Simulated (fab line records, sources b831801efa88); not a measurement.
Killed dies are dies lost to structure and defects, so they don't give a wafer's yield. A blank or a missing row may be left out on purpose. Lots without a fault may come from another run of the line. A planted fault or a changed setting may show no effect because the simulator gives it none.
Which tool did it? | flow gf180mcu | 6 lots, 17 wafers sampled, at 1 step of a route of 602

WHAT THE GAUGES READ, wafer by wafer
GF_CONTACT_OVL_MEAS_15.
lot  | measured     | on         | CONTACT_OVL (nm)
L814 | day 16 15:49 | overlay-02 | 7 12 13
L818 | day 19 15:52 | overlay-01 | 2 2 3
L821 | day 20 08:37 | overlay-02 | 11 5 7
L823 | day 21 00:05 | overlay-02 | 11 3 9
L833 | day 23 18:02 | overlay-02 | -7 4
L835 | day 24 18:16 | overlay-01 | 7 6 6

WHICH TOOL RAN EACH LOT (tool, then ch and the chambers of the sampled wafers, then the start)
The record holds no process step before these readings.

THE ANSWER, worked out from the rows above alone
Rule: what is usual is taken from the lots themselves. Put in order of their means at a reading, lots are off if they are a third of the lots or fewer, leave a main group of 4 or more, and stand apart from it by a gap of 3 or more times the standard deviation of the main group's means; of several such gaps the widest counts. A main group whose means are all the same, to the digits that the tables above print for the reading, isn't used. A lot without any number at a reading at which 4 lots or more have one is off too. The other lots that the step has rows for count as sound.
No lot is off at any reading shown: from this, nothing can be told.

WHAT THE SIMULATOR HAD PUT IN
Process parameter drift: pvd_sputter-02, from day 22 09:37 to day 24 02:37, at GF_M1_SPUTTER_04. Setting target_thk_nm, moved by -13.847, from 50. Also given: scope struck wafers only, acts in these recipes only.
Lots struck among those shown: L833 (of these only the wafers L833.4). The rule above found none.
